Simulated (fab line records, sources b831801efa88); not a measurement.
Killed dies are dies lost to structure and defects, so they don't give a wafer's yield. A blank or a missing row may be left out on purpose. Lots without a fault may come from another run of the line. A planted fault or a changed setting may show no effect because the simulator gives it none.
Chamber matching | flow sky130 | SKY_CONTACT_CVD_00 on pecvd-02: 3 sister chambers
The step deposits Si3N4, target thk 75 nm. 3 wafers are shown with their chamber, then 7 later ones without.

WAFERS WITH THEIR CHAMBER
wafer  | chamber | heater_power_w (W)
L275.5 | 2       | 693
L276.1 | 0       | 733
L276.2 | 1       | 723

WAFERS WITHOUT THEIR CHAMBER
wafer  | heater_power_w (W)
L276.4 | 725
L279.3 | 723
L279.4 | 710
L279.5 | 871
L280.3 | 698
L280.4 | 841
L280.5 | 781

WHICH CHAMBER EACH WENT THROUGH
wafer  | from the rows above          | in truth
L276.4 | can't be placed: 1 or 0 or 2 | 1
L279.3 | can't be placed: 1 or 0 or 2 | 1
L279.4 | can't be placed: 1 or 2 or 0 | 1
L279.5 | can't be placed: 0 or 1 or 2 | 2
L280.3 | can't be placed: 2 or 1 or 0 | 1
L280.4 | can't be placed: 0 or 1 or 2 | 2
L280.5 | can't be placed: 0 or 1 or 2 | 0
Placed correctly: 0 of 7. Can't be placed from these rows: 7 (the true chamber is among the candidates in 7). Placed wrongly: 0.
How it was worked out, from the rows above alone: a wafer's distance from a chamber is the root of the sum, over the readings, of the square of ((its reading less the chamber's mean) divided by the reading's scatter). The wafer belongs to the nearest chamber; if the next one is less than 2 further off, it can't be placed. A chamber's mean is the mean of its shown wafers. The scatter: with one shown wafer a chamber, the root of the mean of the squares of how far each hidden wafer lies from its nearest shown one.
